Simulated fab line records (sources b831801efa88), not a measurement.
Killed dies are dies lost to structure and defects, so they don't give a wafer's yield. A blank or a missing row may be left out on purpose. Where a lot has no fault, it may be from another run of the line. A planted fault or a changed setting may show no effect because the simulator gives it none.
The tool behind it: which one? | flow gf180mcu | 39 wafers from 13 lots sampled at 5 of the route's 602 steps

WHAT THE GAUGES SHOWED, per wafer
GF_M4_CD_MEAS_14: the cd target is 280 nm.
lot  | measured     | on        | cd nm (nm)
L191 | day 23 12:30 | cd sem-02 | 280.1 279.9 280.0
L192 | day 23 19:34 | cd sem-02 | 279.5 279.7 279.3
L194 | day 24 06:31 | cd sem-02 | 277.5 278.4 280.0
L193 | day 24 06:40 | cd sem-02 | 278.0 277.6 277.5
L195 | day 24 22:32 | cd sem-01 | 279.4 279.0 278.4
L196 | day 24 23:20 | cd sem-01 | 278.9 279.0 278.4
L197 | day 25 07:03 | cd sem-01 | 282.0 282.1 281.8
L198 | day 25 11:31 | cd sem-02 | 280.4 281.3 280.4
L202 | day 26 19:34 | cd sem-02 | 282.9 280.4 280.2
L203 | day 27 08:50 | cd sem-01 | 279.3 280.2 279.6
L204 | day 27 16:52 | cd sem-01 | 281.5 282.0 281.7
L211 | day 30 01:01 | cd sem-02 | 288.3 287.5 288.2
L213 | day 30 10:37 | cd sem-02 | 286.7 286.8 286.8

GF_V4_CD_MEAS_14: the cd target is 260 nm.
lot  | measured     | on        | cd nm (nm)
L191 | day 24 12:12 | cd sem-01 | 258.1 256.8 257.6
L192 | day 24 19:17 | cd sem-02 | 261.5 260.1 259.4
L194 | day 25 05:43 | cd sem-02 | 263.4 262.4 262.8
L193 | day 25 06:05 | cd sem-02 | 260.4 260.8 260.5
L195 | day 25 22:40 | cd sem-01 | 257.2 257.7 258.8
L196 | day 25 23:01 | cd sem-01 | 259.9 261.2 260.6
L197 | day 26 06:45 | cd sem-01 | 258.7 261.1 260.1
L198 | day 26 10:22 | cd sem-02 | 261.0 260.7 261.1
L202 | day 27 17:49 | cd sem-02 | 259.4 258.8 259.4
L203 | day 28 07:14 | cd sem-01 | 258.8 258.5 259.1
L204 | day 28 14:06 | cd sem-02 | 260.7 260.6 259.9
L211 | day 30 20:38 | cd sem-02 | 260.2 260.4 259.4
L213 | day 31 05:10 | cd sem-02 | 262.3 260.6 261.3

WHAT TOOL EACH LOT RAN ON (gives the tool, then ch and the chambers of the sampled wafers, and finally the start)
lot  | GF_V2_CVD_23                  | GF_M4_SOFTBAKE_10                 | GF_V4_CVD_02
L191 | cvd w-02 ch 0,1, day 20 11:29 | litho track-04 ch 0, day 23 01:16 | pecvd-02 ch 1,2, day 23 13:28
L192 | cvd w-01 ch 0,1, day 20 18:20 | litho track-02 ch 0, day 23 08:27 | pecvd-04 ch 0,1, day 23 20:35
L194 | cvd w-02 ch 0,1, day 21 05:39 | litho track-03 ch 0, day 23 19:03 | pecvd-03 ch 0,1,2, day 24 07:27
L193 | cvd w-01 ch 0,1, day 21 06:16 | litho track-02 ch 0, day 23 19:21 | pecvd-02 ch 1,2, day 24 07:41
L195 | cvd w-02 ch 0,1, day 21 23:28 | litho track-03 ch 0, day 24 11:25 | pecvd-02 ch 0,1,2, day 24 23:29
L196 | cvd w-01 ch 0,1, day 22 01:14 | litho track-02 ch 0, day 24 12:27 | pecvd-03 ch 0,2, day 25 00:33
L197 | cvd w-01 ch 0,1, day 22 08:41 | litho track-02 ch 0, day 24 20:04 | pecvd-03 ch 0,1,2, day 25 08:01
L198 | cvd w-02 ch 0,1, day 22 14:05 | litho track-04 ch 0, day 25 00:37 | pecvd-02 ch 0,2, day 25 12:28
L202 | cvd w-01 ch 0,1, day 23 22:26 | litho track-03 ch 0, day 26 08:45 | pecvd-03 ch 0,2, day 26 20:30
L203 | cvd w-02 ch 0,1, day 24 11:38 | litho track-02 ch 0, day 26 21:57 | pecvd-02 ch 0,1, day 27 09:49
L204 | cvd w-01 ch 0,1, day 24 21:37 | litho track-02 ch 0, day 27 06:37 | pecvd-04 ch 0,1,2, day 27 17:49
L211 | cvd w-01 ch 0,1, day 27 10:41 | litho track-02 ch 0, day 29 15:28 | pecvd-03 ch 0,1,2, day 30 02:04
L213 | cvd w-01 ch 0,1, day 27 21:41 | litho track-02 ch 0, day 30 01:43 | pecvd-04 ch 0,2, day 30 11:40
- GF_V2_CVD_23: deposits W, target thk 350 nm, time 104.94 s.
- GF_M4_SOFTBAKE_10: time 60 s.
- GF_V4_CVD_02: deposits SiO2 from TEOS, target thk 850 nm, time 94.851 s.

AS READ BY THE TOOLS THEMSELVES (means over the sampled wafers that have a number; for cases with no such wafer, the mark the record gives instead)
GF_V2_CVD_23.
lot  | tool     | heater power w (W) | susceptor temp C (C)
L191 | cvd w-02 | 747                | 399.97
L192 | cvd w-01 | 808                | 400.07
L194 | cvd w-02 | 745                | 399.81
L193 | cvd w-01 | 883                | 400.13
L195 | cvd w-02 | 796                | 400.08
L196 | cvd w-01 | 864                | 399.71
L197 | cvd w-01 | 819                | 400.24
L198 | cvd w-02 | 801                | 399.79
L202 | cvd w-01 | 816                | 400.05
L203 | cvd w-02 | 744                | 400.03
L204 | cvd w-01 | 880                | 399.99
L211 | cvd w-01 | 825                | 400.12
L213 | cvd w-01 | 877                | 400.03

GF_M4_SOFTBAKE_10.
lot  | tool           | heater power total W (W) | plate temp C (C)
L191 | litho track-04 | 93.01                    | 129.90
L192 | litho track-02 | 93.07                    | 130.06
L194 | litho track-03 | 93.09                    | 129.96
L193 | litho track-02 | 93.01                    | 130.12
L195 | litho track-03 | 93.06                    | 130.06
L196 | litho track-02 | 93.02                    | 129.76
L197 | litho track-02 | 93.06                    | 129.81
L198 | litho track-04 | 93.10                    | 129.91
L202 | litho track-03 | 93.03                    | 130.07
L203 | litho track-02 | 93.04                    | 129.99
L204 | litho track-02 | 93.08                    | 130.00
L211 | litho track-02 | 90.53                    | 127.14
L213 | litho track-02 | 90.54                    | 127.24

GF_V4_CVD_02.
lot  | tool     | heater power w (W) | susceptor temp C (C)
L191 | pecvd-02 | 583                | 399.89
L192 | pecvd-04 | 773                | 399.75
L194 | pecvd-03 | 633                | 399.95
L193 | pecvd-02 | 707                | 400.00
L195 | pecvd-02 | 728                | 399.87
L196 | pecvd-03 | 545                | 399.98
L197 | pecvd-03 | 573                | 399.97
L198 | pecvd-02 | 752                | 400.14
L202 | pecvd-03 | 604                | 400.01
L203 | pecvd-02 | 858                | 400.03
L204 | pecvd-04 | 644                | 400.14
L211 | pecvd-03 | 579                | 399.91
L213 | pecvd-04 | 563                | 399.96

THE ANSWER, worked out from the rows above alone
Rule: the usual values come from the lots themselves. The widest of any qualifying gaps counts: lots, ordered by their means at a reading, are off when they make up no more than a third of the lots, leave a main group of 4 or more, and stand apart from it by 3 or more times the standard deviation of that group's means. If all means in a main group match to the digits the tables above print for the reading, that group is not used. Also off: a lot with no number at a reading for which 4 or more lots have one. Any other lot the step has rows for is counted as sound. Order of review: gauges by route order, followed by the tools' own readings, for which a lot's mean as printed above is used. The first step at which some lot is off is used, and at that step the reading that is off furthest; a lot without a number counts as furthest.
Off, at GF_M4_CD_MEAS_14 on cd nm: L211, L213. The main group has a mean of 279.9 nm with a standard deviation of 1.3.
A tool fits if, at a process step before that reading, it ran every lot that is off, and no sound lot after the first of them. The gauges at GF_M4_CD_MEAS_14 aren't tried: what is off there is off at GF_M4_SOFTBAKE_10 too, on other tools, and a gauge's error can't cause that. Undecided on this evidence; 2 tools fit (cvd w-01 at GF_V2_CVD_23, litho track-02 at GF_M4_SOFTBAKE_10).

WHAT THE SIMULATOR PUT IN
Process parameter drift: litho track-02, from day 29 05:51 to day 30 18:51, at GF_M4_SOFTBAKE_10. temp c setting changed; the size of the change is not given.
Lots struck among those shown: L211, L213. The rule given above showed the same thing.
